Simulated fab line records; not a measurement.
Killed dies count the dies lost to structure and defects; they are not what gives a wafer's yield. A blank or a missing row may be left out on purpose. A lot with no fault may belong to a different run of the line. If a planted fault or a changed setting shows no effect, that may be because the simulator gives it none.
Matching of chambers	flow sfqLine	rieDiel-02 running SFQ_TRILAYER_I5_BARC_OPEN_VIA_ETCH_200: 4 sister chambers
The step etches BARC in O2, target depth 125 nm, time 41.7 s. 18 wafers are shown with their chamber, then 9 later ones without.

== WAFERS, EACH WITH ITS CHAMBER ==
wafer	chamber	drypumpMotorCurrentA (A)	rfFwdPowerW (W)	oesProductAu (a.u.)
L641.3	1	6.4	497.4	0.687
L641.4	3	5.6	493.9	0.683
L641.6	3	5.6	495.1	0.689
L642.3	2	5.0	497.4	0.686
L642.5	1	6.4	497.7	0.686
L642.6	2	5.0	498.7	0.680
L643.3	2	5.0	497.0	0.689
L643.5	2	5.0	496.8	0.696
L643.6	1	6.5	494.0	0.685
L644.2	0	5.9	491.1	0.688
L644.3	3	5.6	495.2	0.691
L644.4	1	6.4	497.7	0.686
L648.1	0	5.9	493.7	0.682
L648.3	2	5.0	492.7	0.683
L648.4	3	5.6	494.0	0.686
L651.1	2	5.0	494.0	0.677
L651.3	1	6.4	496.6	0.691
L651.6	2	5.0	494.0	0.688

SIGNATURES (averages over the wafers above)
reading	chamber 0	chamber 1	chamber 2	chamber 3	scatter within a chamber
drypumpMotorCurrentA	5.900	6.420	5.000	5.600	0.0239
rfFwdPowerW	492.400	496.680	495.800	494.550	1.78
oesProductAu	0.68500	0.68700	0.68557	0.68725	0.00474
Rule: for a wafer and a chamber, the distance is found by dividing, reading by reading, the gap between the wafer's reading and the chamber's mean by the reading's scatter, squaring, summing and taking the root. If the next closest chamber is less than 2 further off than the closest, the wafer can't be placed; otherwise it belongs to the closest. The scatter: take each reading less its chamber's mean, square it, sum over the shown wafers, divide by the number of wafers less the number of chambers, and take the root.

== WAFERS WITHOUT THEIR CHAMBER ==
wafer	drypumpMotorCurrentA (A)	rfFwdPowerW (W)	oesProductAu (a.u.)
L657.1	6.4	496.2	0.686
L657.3	5.6	494.5	0.679
L657.4	5.0	497.6	0.682
L658.2	5.9	494.9	0.678
L658.3	5.6	497.5	0.684
L658.4	6.4	500.6	0.688
L662.3	5.6	498.6	0.684
L662.5	6.4	497.0	0.684
L662.6	5.0	493.9	0.676

== WHICH CHAMBER EACH WENT THROUGH ==
wafer	from the rows above	in truth
L657.1	1	1
L657.3	3	3
L657.4	2	2
L658.2	0	0
L658.3	3	3
L658.4	1	1
L662.3	3	3
L662.5	1	1
L662.6	2	2
Correct placement for 9 of the 9. From these rows, 0 cannot be placed. 0 placed wrongly.
